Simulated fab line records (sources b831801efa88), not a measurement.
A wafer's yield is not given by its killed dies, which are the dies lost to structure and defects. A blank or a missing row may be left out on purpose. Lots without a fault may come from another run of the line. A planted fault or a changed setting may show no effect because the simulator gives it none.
Which tool is to blame? || flow gf180mcu || 33 wafers from 11 lots sampled at 6 of the route's 602 steps

WHAT EACH GAUGE READ, for each wafer
GF_STI_THK_MEAS_02.
{"lot": "L410", "measured": "day 1 11:31", "on": "filmMetro-02", "STI_OXIDATION_THK (nm)": "10.14 10.04 9.94"}
{"lot": "L412", "measured": "day 1 21:57", "on": "filmMetro-04", "STI_OXIDATION_THK (nm)": "10.25 10.18 10.08"}
{"lot": "L415", "measured": "day 2 12:40", "on": "filmMetro-04", "STI_OXIDATION_THK (nm)": "9.88 9.81 9.96"}
{"lot": "L416", "measured": "day 2 17:31", "on": "filmMetro-04", "STI_OXIDATION_THK (nm)": "9.98 9.77 9.81"}
{"lot": "L419", "measured": "day 3 08:31", "on": "filmMetro-04", "STI_OXIDATION_THK (nm)": "10.21 10.17 10.26"}
{"lot": "L420", "measured": "day 3 13:32", "on": "filmMetro-01", "STI_OXIDATION_THK (nm)": "9.82 9.79 9.85"}
{"lot": "L421", "measured": "day 3 18:35", "on": "filmMetro-01", "STI_OXIDATION_THK (nm)": "10.24 10.15 10.25"}
{"lot": "L427", "measured": "day 5 00:31", "on": "filmMetro-01", "STI_OXIDATION_THK (nm)": "10.12 10.26 10.18"}
{"lot": "L428", "measured": "day 5 05:32", "on": "filmMetro-01", "STI_OXIDATION_THK (nm)": "10.38 10.15 10.38"}
{"lot": "L430", "measured": "day 5 15:31", "on": "filmMetro-02", "STI_OXIDATION_THK (nm)": "9.98 9.91 10.08"}
{"lot": "L433", "measured": "day 6 10:24", "on": "filmMetro-01", "STI_OXIDATION_THK (nm)": "9.96 9.89 9.84"}

GF_NWELL_TW_MEAS_11.
{"lot": "L410", "measured": "day 3 08:34", "on": "filmMetro-01", "NWELL_TW": "1567 1564 1569"}
{"lot": "L412", "measured": "day 3 19:26", "on": "filmMetro-04", "NWELL_TW": "1565 1570 1571"}
{"lot": "L415", "measured": "day 4 11:57", "on": "filmMetro-01", "NWELL_TW": "1569 1563 1570"}
{"lot": "L416", "measured": "day 4 16:14", "on": "filmMetro-03", "NWELL_TW": "1597 1599 1588"}
{"lot": "L419", "measured": "day 5 07:19", "on": "filmMetro-04", "NWELL_TW": "1573 1571 1567"}
{"lot": "L420", "measured": "day 5 13:27", "on": "filmMetro-03", "NWELL_TW": "1458 1459 1452"}
{"lot": "L421", "measured": "day 5 18:40", "on": "filmMetro-01", "NWELL_TW": "1429 1437 1434"}
{"lot": "L427", "measured": "day 7 06:46", "on": "filmMetro-01", "NWELL_TW": "1588 1568 1571"}
{"lot": "L428", "measured": "day 7 12:34", "on": "filmMetro-04", "NWELL_TW": "1553 1554 1549"}
{"lot": "L430", "measured": "day 8 03:52", "on": "filmMetro-01", "NWELL_TW": "1568 1570 1563"}
{"lot": "L433", "measured": "day 8 19:37", "on": "filmMetro-03", "NWELL_TW": "1583 1586 1583"}

GF_VT_IMPLANT_RS_MEAS_47: the measuring method here is four-point-probe.
{"lot": "L410", "measured": "day 7 11:12", "on": "filmMetro-03", "NWELL_RS (ohm/sq)": "486.7 487.3 485.8"}
{"lot": "L412", "measured": "day 8 01:46", "on": "filmMetro-03", "NWELL_RS (ohm/sq)": "486.6 485.8 485.6"}
{"lot": "L415", "measured": "day 8 19:07", "on": "filmMetro-03", "NWELL_RS (ohm/sq)": "488.6 488.0 486.8"}
{"lot": "L416", "measured": "day 9 00:46", "on": "filmMetro-04", "NWELL_RS (ohm/sq)": "486.3 487.2 488.4"}
{"lot": "L419", "measured": "day 10 02:22", "on": "filmMetro-04", "NWELL_RS (ohm/sq)": "485.5 485.8 487.1"}
{"lot": "L420", "measured": "day 10 01:52", "on": "filmMetro-03", "NWELL_RS (ohm/sq)": "580.9 581.7 581.9"}
{"lot": "L421", "measured": "day 10 08:49", "on": "filmMetro-01", "NWELL_RS (ohm/sq)": "582.7 583.0 583.2"}
{"lot": "L427", "measured": "day 12 06:13", "on": "filmMetro-01", "NWELL_RS (ohm/sq)": "485.6 485.7 487.1"}
{"lot": "L428", "measured": "day 12 15:15", "on": "filmMetro-04", "NWELL_RS (ohm/sq)": "487.2 487.4 488.0"}
{"lot": "L430", "measured": "day 13 09:46", "on": "filmMetro-03", "NWELL_RS (ohm/sq)": "487.2 486.8 485.7"}
{"lot": "L433", "measured": "day 14 07:49", "on": "filmMetro-03", "NWELL_RS (ohm/sq)": "487.1 486.7 485.8"}

WHAT TOOL EACH LOT RAN ON (gives the tool, then ch and the chambers of the sampled wafers, and finally the start)
{"lot": "L410", "GF_STI_CMP_25": "cmp-02 ch 0,1, day 2 05:04", "GF_NWELL_IMPLANT_08": "implanter-03 ch 0, day 3 08:10", "GF_LVPWELL_STRIP_10": "plasmaAsher-01 ch 0,1, day 3 21:55"}
{"lot": "L412", "GF_STI_CMP_25": "cmp-02 ch 1,2,3, day 2 14:29", "GF_NWELL_IMPLANT_08": "implanter-01 ch 0, day 3 19:02", "GF_LVPWELL_STRIP_10": "plasmaAsher-02 ch 0,1, day 4 08:43"}
{"lot": "L415", "GF_STI_CMP_25": "cmp-02 ch 1,2, day 3 07:01", "GF_NWELL_IMPLANT_08": "implanter-04 ch 0, day 4 11:34", "GF_LVPWELL_STRIP_10": "plasmaAsher-01 ch 0,1, day 5 01:37"}
{"lot": "L416", "GF_STI_CMP_25": "cmp-02 ch 0,1,3, day 3 09:57", "GF_NWELL_IMPLANT_08": "implanter-04 ch 0, day 4 15:50", "GF_LVPWELL_STRIP_10": "plasmaAsher-03 ch 1, day 5 06:31"}
{"lot": "L419", "GF_STI_CMP_25": "cmp-02 ch 1,2,3, day 4 01:24", "GF_NWELL_IMPLANT_08": "implanter-03 ch 0, day 5 06:55", "GF_LVPWELL_STRIP_10": "plasmaAsher-02 ch 0,1, day 5 21:52"}
{"lot": "L420", "GF_STI_CMP_25": "cmp-01 ch 0,1,3, day 4 06:47", "GF_NWELL_IMPLANT_08": "implanter-03 ch 0, day 5 13:05", "GF_LVPWELL_STRIP_10": "plasmaAsher-02 ch 0,1, day 6 03:30"}
{"lot": "L421", "GF_STI_CMP_25": "cmp-02 ch 0,1,2, day 4 11:36", "GF_NWELL_IMPLANT_08": "implanter-03 ch 0, day 5 18:16", "GF_LVPWELL_STRIP_10": "plasmaAsher-02 ch 0,1, day 6 09:34"}
{"lot": "L427", "GF_STI_CMP_25": "cmp-02 ch 0,1,2, day 5 21:14", "GF_NWELL_IMPLANT_08": "implanter-01 ch 0, day 7 06:22", "GF_LVPWELL_STRIP_10": "plasmaAsher-03 ch 0,1, day 7 22:10"}
{"lot": "L428", "GF_STI_CMP_25": "cmp-02 ch 0,1,2, day 6 02:41", "GF_NWELL_IMPLANT_08": "implanter-01 ch 0, day 7 12:13", "GF_LVPWELL_STRIP_10": "plasmaAsher-02 ch 0,1, day 8 04:39"}
{"lot": "L430", "GF_STI_CMP_25": "cmp-02 ch 0,1,3, day 6 13:07", "GF_NWELL_IMPLANT_08": "implanter-01 ch 0, day 8 03:28", "GF_LVPWELL_STRIP_10": "plasmaAsher-02 ch 0,1, day 8 19:52"}
{"lot": "L433", "GF_STI_CMP_25": "cmp-01 ch 0,2,3, day 7 07:24", "GF_NWELL_IMPLANT_08": "implanter-03 ch 0, day 8 19:13", "GF_LVPWELL_STRIP_10": "plasmaAsher-03 ch 0,1, day 9 13:16"}
- GF_STI_CMP_25: polishes, stops on Si3N4, t overpolish 33 s, target thk 524.6 nm.
- GF_NWELL_IMPLANT_08
- GF_LVPWELL_STRIP_10: strips in O2/N2.

AS READ BY THE TOOLS THEMSELVES (means over the sampled wafers that have a number; for cases with no such wafer, the mark the record gives instead)
GF_STI_CMP_25.
{"lot": "L410", "tool": "cmp-02", "motorCurrentA (A)": 10.7, "overpolishRunS (s)": 33.008, "slurryFilterDpKPa (kPa)": 13.57, "timeToEndpointS (s)": 115}
{"lot": "L412", "tool": "cmp-02", "motorCurrentA (A)": 11.3, "overpolishRunS (s)": 33.000, "slurryFilterDpKPa (kPa)": 13.45, "timeToEndpointS (s)": 111}
{"lot": "L415", "tool": "cmp-02", "motorCurrentA (A)": 11.3, "overpolishRunS (s)": 33.004, "slurryFilterDpKPa (kPa)": 13.45, "timeToEndpointS (s)": 109}
{"lot": "L416", "tool": "cmp-02", "motorCurrentA (A)": 10.9, "overpolishRunS (s)": 33.010, "slurryFilterDpKPa (kPa)": 13.63, "timeToEndpointS (s)": 112}
{"lot": "L419", "tool": "cmp-02", "motorCurrentA (A)": 11.3, "overpolishRunS (s)": 33.001, "slurryFilterDpKPa (kPa)": 13.64, "timeToEndpointS (s)": 107}
{"lot": "L420", "tool": "cmp-01", "motorCurrentA (A)": 10.5, "overpolishRunS (s)": 32.994, "slurryFilterDpKPa (kPa)": 13.54, "timeToEndpointS (s)": 116}
{"lot": "L421", "tool": "cmp-02", "motorCurrentA (A)": 10.9, "overpolishRunS (s)": 32.997, "slurryFilterDpKPa (kPa)": 13.51, "timeToEndpointS (s)": 114}
{"lot": "L427", "tool": "cmp-02", "motorCurrentA (A)": 11.1, "overpolishRunS (s)": 32.992, "slurryFilterDpKPa (kPa)": 13.43, "timeToEndpointS (s)": 111}
{"lot": "L428", "tool": "cmp-02", "motorCurrentA (A)": 11.3, "overpolishRunS (s)": 32.992, "slurryFilterDpKPa (kPa)": 13.60, "timeToEndpointS (s)": 112}
{"lot": "L430", "tool": "cmp-02", "motorCurrentA (A)": 11.0, "overpolishRunS (s)": 32.999, "slurryFilterDpKPa (kPa)": 13.55, "timeToEndpointS (s)": 116}
{"lot": "L433", "tool": "cmp-01", "motorCurrentA (A)": 10.0, "overpolishRunS (s)": 32.990, "slurryFilterDpKPa (kPa)": 13.40, "timeToEndpointS (s)": 111}

GF_NWELL_IMPLANT_08.
{"lot": "L410", "tool": "implanter-03", "doseIonsCm2": 1.5005e+13, "endStationPressureTorr (Torr)": 5.12e-06, "faradayCurrentUA": 83.1}
{"lot": "L412", "tool": "implanter-01", "doseIonsCm2": 1.5010e+13, "endStationPressureTorr (Torr)": 5.27e-06, "faradayCurrentUA": 85.1}
{"lot": "L415", "tool": "implanter-04", "doseIonsCm2": 1.5001e+13, "endStationPressureTorr (Torr)": 5.16e-06, "faradayCurrentUA": 84.3}
{"lot": "L416", "tool": "implanter-04", "doseIonsCm2": 1.5012e+13, "endStationPressureTorr (Torr)": 4.98e-06, "faradayCurrentUA": 85.9}
{"lot": "L419", "tool": "implanter-03", "doseIonsCm2": 1.5005e+13, "endStationPressureTorr (Torr)": 5.19e-06, "faradayCurrentUA": 84.7}
{"lot": "L420", "tool": "implanter-03", "doseIonsCm2": 1.0741e+13, "endStationPressureTorr (Torr)": 4.86e-06, "faradayCurrentUA": 61.3}
{"lot": "L421", "tool": "implanter-03", "doseIonsCm2": 1.0755e+13, "endStationPressureTorr (Torr)": 5.11e-06, "faradayCurrentUA": 59.5}
{"lot": "L427", "tool": "implanter-01", "doseIonsCm2": 1.4989e+13, "endStationPressureTorr (Torr)": 4.87e-06, "faradayCurrentUA": 82.9}
{"lot": "L428", "tool": "implanter-01", "doseIonsCm2": 1.4990e+13, "endStationPressureTorr (Torr)": 5.17e-06, "faradayCurrentUA": 83.5}
{"lot": "L430", "tool": "implanter-01", "doseIonsCm2": 1.5012e+13, "endStationPressureTorr (Torr)": 5.01e-06, "faradayCurrentUA": 84.2}
{"lot": "L433", "tool": "implanter-03", "doseIonsCm2": 1.4987e+13, "endStationPressureTorr (Torr)": 5.32e-06, "faradayCurrentUA": 82.4}

GF_LVPWELL_STRIP_10.
{"lot": "L410", "tool": "plasmaAsher-01", "drypumpMotorCurrentA (A)": 5.5, "heaterPowerW (W)": 315, "oesProductAu (a.u.)": 0.723, "platenTempC (C)": 250.01, "stripTimeToEndpointS (s)": 36.98}
{"lot": "L412", "tool": "plasmaAsher-02", "drypumpMotorCurrentA (A)": 5.3, "heaterPowerW (W)": 395, "oesProductAu (a.u.)": 0.722, "platenTempC (C)": 250.12, "stripTimeToEndpointS (s)": 37.00}
{"lot": "L415", "tool": "plasmaAsher-01", "drypumpMotorCurrentA (A)": 5.6, "heaterPowerW (W)": 304, "oesProductAu (a.u.)": 0.719, "platenTempC (C)": 249.94, "stripTimeToEndpointS (s)": 37.02}
{"lot": "L416", "tool": "plasmaAsher-03", "drypumpMotorCurrentA (A)": 5.8, "heaterPowerW (W)": 319, "oesProductAu (a.u.)": 0.718, "platenTempC (C)": 249.92, "stripTimeToEndpointS (s)": 37.02}
{"lot": "L419", "tool": "plasmaAsher-02", "drypumpMotorCurrentA (A)": 5.3, "heaterPowerW (W)": 390, "oesProductAu (a.u.)": 0.724, "platenTempC (C)": 249.83, "stripTimeToEndpointS (s)": 36.98}
{"lot": "L420", "tool": "plasmaAsher-02", "drypumpMotorCurrentA (A)": 5.6, "heaterPowerW (W)": 433, "oesProductAu (a.u.)": 0.721, "platenTempC (C)": 249.77, "stripTimeToEndpointS (s)": 37.09}
{"lot": "L421", "tool": "plasmaAsher-02", "drypumpMotorCurrentA (A)": 5.3, "heaterPowerW (W)": 386, "oesProductAu (a.u.)": 0.717, "platenTempC (C)": 250.13, "stripTimeToEndpointS (s)": 37.03}
{"lot": "L427", "tool": "plasmaAsher-03", "drypumpMotorCurrentA (A)": 5.9, "heaterPowerW (W)": 332, "oesProductAu (a.u.)": 0.720, "platenTempC (C)": 250.27, "stripTimeToEndpointS (s)": 37.05}
{"lot": "L428", "tool": "plasmaAsher-02", "drypumpMotorCurrentA (A)": 5.6, "heaterPowerW (W)": 445, "oesProductAu (a.u.)": 0.722, "platenTempC (C)": 249.94, "stripTimeToEndpointS (s)": 37.07}
{"lot": "L430", "tool": "plasmaAsher-02", "drypumpMotorCurrentA (A)": 5.6, "heaterPowerW (W)": 426, "oesProductAu (a.u.)": 0.720, "platenTempC (C)": 250.02, "stripTimeToEndpointS (s)": 36.89}
{"lot": "L433", "tool": "plasmaAsher-03", "drypumpMotorCurrentA (A)": 5.9, "heaterPowerW (W)": 329, "oesProductAu (a.u.)": 0.722, "platenTempC (C)": 250.18, "stripTimeToEndpointS (s)": 36.97}

THE ANSWER, worked out from the rows above alone
Rule: what is usual is taken from the lots themselves. Put in order of their means at a reading, lots are off if they are a third of the lots or fewer, leave a main group of 4 or more, and stand apart from it by a gap of 3 or more times the standard deviation of the main group's means; of several such gaps the widest counts. Not used: any main group whose means are identical at the precision the tables above print for the reading. A lot without any number at a reading at which 4 lots or more have one is off too. The other lots that the step has rows for count as sound. After the gauges, taken in route order, come the tools' own readings; for these a lot's mean is taken, as printed above. The first step at which some lot is off is used, and at that step the reading that is off furthest; a lot without a number counts as furthest.
Off: L420, L421, seen at GF_NWELL_TW_MEAS_11 (NWELL_TW). For the main group the mean is 1572 and the standard deviation 11.
A tool fits if, at a process step before that reading, it ran every lot that is off, and no sound lot after the first of them. Not tried: the gauges at GF_NWELL_TW_MEAS_11; whatever is off there is also off at GF_NWELL_IMPLANT_08, on other tools, and gauge error can't account for it. None of those tried fits.

WHAT THE SIMULATOR PUT IN
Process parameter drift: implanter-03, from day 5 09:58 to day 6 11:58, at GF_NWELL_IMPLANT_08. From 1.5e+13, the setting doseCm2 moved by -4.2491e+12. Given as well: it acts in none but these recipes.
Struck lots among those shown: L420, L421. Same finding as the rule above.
